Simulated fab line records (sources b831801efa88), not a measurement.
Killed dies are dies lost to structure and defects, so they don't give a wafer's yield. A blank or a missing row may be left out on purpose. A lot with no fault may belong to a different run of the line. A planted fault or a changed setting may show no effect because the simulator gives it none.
Check for tools in common || flow gf180mcu || Lots sampled 13, wafers sampled 39

## THE REASON FOR OPENING IT
At GF_PSD_RS_MEAS_14 the reading NSD_RS is flagged on 2 of 13 lots. Wafers without a fault read 46.11 ohm/sq, standard deviation 0.08.
Rule: flag the lot when none of its wafers has a number, or when each of its wafers that has one lies beyond 4 standard deviations from that mean. The rest of the lots are taken to be sound.

{"lot": "L918", "measured": "day 14 09:35", "on": "film metro-04", "NSD_RS (ohm/sq), wafer by wafer": "46.17 46.09 46.09", "flag": ""}
{"lot": "L919", "measured": "day 14 18:02", "on": "film metro-04", "NSD_RS (ohm/sq), wafer by wafer": "46.11 46.28 46.00", "flag": ""}
{"lot": "L920", "measured": "day 14 23:23", "on": "film metro-04", "NSD_RS (ohm/sq), wafer by wafer": "49.87 49.81 49.93", "flag": "FLAGGED"}
{"lot": "L921", "measured": "day 15 16:02", "on": "film metro-02", "NSD_RS (ohm/sq), wafer by wafer": "49.82 49.83 50.00", "flag": "FLAGGED"}
{"lot": "L930", "measured": "day 18 15:14", "on": "film metro-01", "NSD_RS (ohm/sq), wafer by wafer": "46.21 46.14 46.13", "flag": ""}
{"lot": "L932", "measured": "day 19 11:31", "on": "film metro-02", "NSD_RS (ohm/sq), wafer by wafer": "46.22 46.28 46.14", "flag": ""}
{"lot": "L934", "measured": "day 20 04:20", "on": "film metro-04", "NSD_RS (ohm/sq), wafer by wafer": "46.12 46.12 46.25", "flag": ""}
{"lot": "L935", "measured": "day 20 09:23", "on": "film metro-01", "NSD_RS (ohm/sq), wafer by wafer": "45.96 45.97 46.04", "flag": ""}
{"lot": "L937", "measured": "day 21 07:37", "on": "film metro-02", "NSD_RS (ohm/sq), wafer by wafer": "46.08 46.12 46.15", "flag": ""}
{"lot": "L938", "measured": "day 21 11:22", "on": "film metro-01", "NSD_RS (ohm/sq), wafer by wafer": "46.18 46.19 46.14", "flag": ""}
{"lot": "L939", "measured": "day 21 16:34", "on": "film metro-02", "NSD_RS (ohm/sq), wafer by wafer": "46.23 46.20 46.20", "flag": ""}
{"lot": "L940", "measured": "day 22 02:40", "on": "film metro-04", "NSD_RS (ohm/sq), wafer by wafer": "46.07 46.07 46.13", "flag": ""}
{"lot": "L941", "measured": "day 22 10:41", "on": "film metro-04", "NSD_RS (ohm/sq), wafer by wafer": "46.03 46.19 46.06", "flag": ""}
On average the flagged lots' numbers are 49.88 ohm/sq, which is +3.77 ohm/sq against the usual, or +47 standard deviations.

## TOOL THAT RAN EACH LOT
The record holds 1 process step before the reading, out of a route of 602 steps. Cell contents, in order: the tool; ch with the chambers the sampled wafers went through; the start.
{"lot": "L918", "flag": "", "GF_PSD_RTA_13": "rtp anneal-01 ch 0, day 14 09:31"}
{"lot": "L919", "flag": "", "GF_PSD_RTA_13": "rtp anneal-01 ch 0, day 14 17:56"}
{"lot": "L920", "flag": "FLAGGED", "GF_PSD_RTA_13": "rtp anneal-01 ch 0, day 14 23:17"}
{"lot": "L921", "flag": "FLAGGED", "GF_PSD_RTA_13": "rtp anneal-01 ch 0, day 15 15:56"}
{"lot": "L930", "flag": "", "GF_PSD_RTA_13": "rtp anneal-02 ch 0, day 18 15:08"}
{"lot": "L932", "flag": "", "GF_PSD_RTA_13": "rtp anneal-02 ch 0, day 19 11:25"}
{"lot": "L934", "flag": "", "GF_PSD_RTA_13": "rtp anneal-02 ch 0, day 20 04:15"}
{"lot": "L935", "flag": "", "GF_PSD_RTA_13": "rtp anneal-02 ch 0, day 20 09:17"}
{"lot": "L937", "flag": "", "GF_PSD_RTA_13": "rtp anneal-01 ch 0, day 21 07:31"}
{"lot": "L938", "flag": "", "GF_PSD_RTA_13": "rtp anneal-01 ch 0, day 21 11:16"}
{"lot": "L939", "flag": "", "GF_PSD_RTA_13": "rtp anneal-01 ch 0, day 21 16:28"}
{"lot": "L940", "flag": "", "GF_PSD_RTA_13": "rtp anneal-01 ch 0, day 22 02:34"}
{"lot": "L941", "flag": "", "GF_PSD_RTA_13": "rtp anneal-01 ch 0, day 22 10:35"}
What the steps here do:
- GF_PSD_RTA_13: time 20 s.
- GF_PSD_RS_MEAS_14: measures by four-point-probe.

## FLAGGED OVER TOTAL, TOOL BY TOOL (the gauges that took the reading come last)
{"step": "GF_PSD_RTA_13", "tool": "rtp anneal-01", "lots run": 9, "flagged": 2, "share of the flagged lots": "all", "sound lots run after its first flagged lot": "5 (L937,L938,L939,L940,L941)"}
{"step": "GF_PSD_RTA_13", "tool": "rtp anneal-02", "lots run": 4, "flagged": 0, "share of the flagged lots": "none", "sound lots run after its first flagged lot": "-"}
{"step": "GF_PSD_RS_MEAS_14", "tool": "film metro-01", "lots run": 3, "flagged": 0, "share of the flagged lots": "none", "sound lots run after its first flagged lot": "-"}
{"step": "GF_PSD_RS_MEAS_14", "tool": "film metro-02", "lots run": 4, "flagged": 1, "share of the flagged lots": "some", "sound lots run after its first flagged lot": "3 (L932,L937,L939)"}
{"step": "GF_PSD_RS_MEAS_14", "tool": "film metro-04", "lots run": 6, "flagged": 1, "share of the flagged lots": "some", "sound lots run after its first flagged lot": "3 (L934,L940,L941)"}

## WHAT THE TABLE PERMITS
All flagged lots share 1 row of the table, namely rtp anneal-01 at GF_PSD_RTA_13.
- rtp anneal-01 at GF_PSD_RTA_13 ran 9 lots, 2 of them flagged. Lots that were sound ran on it after the first flagged one (L937, L938, L939, L940, L941); a persistent fault on the entire tool would not allow that. Its own readings lie more than 4 standard deviations out on every wafer of the flagged lots: wafer_temp_C_max.
Not one row of the table ran every flagged lot while running no sound lot after the first.

## WHAT THE SIMULATOR HAD PUT IN
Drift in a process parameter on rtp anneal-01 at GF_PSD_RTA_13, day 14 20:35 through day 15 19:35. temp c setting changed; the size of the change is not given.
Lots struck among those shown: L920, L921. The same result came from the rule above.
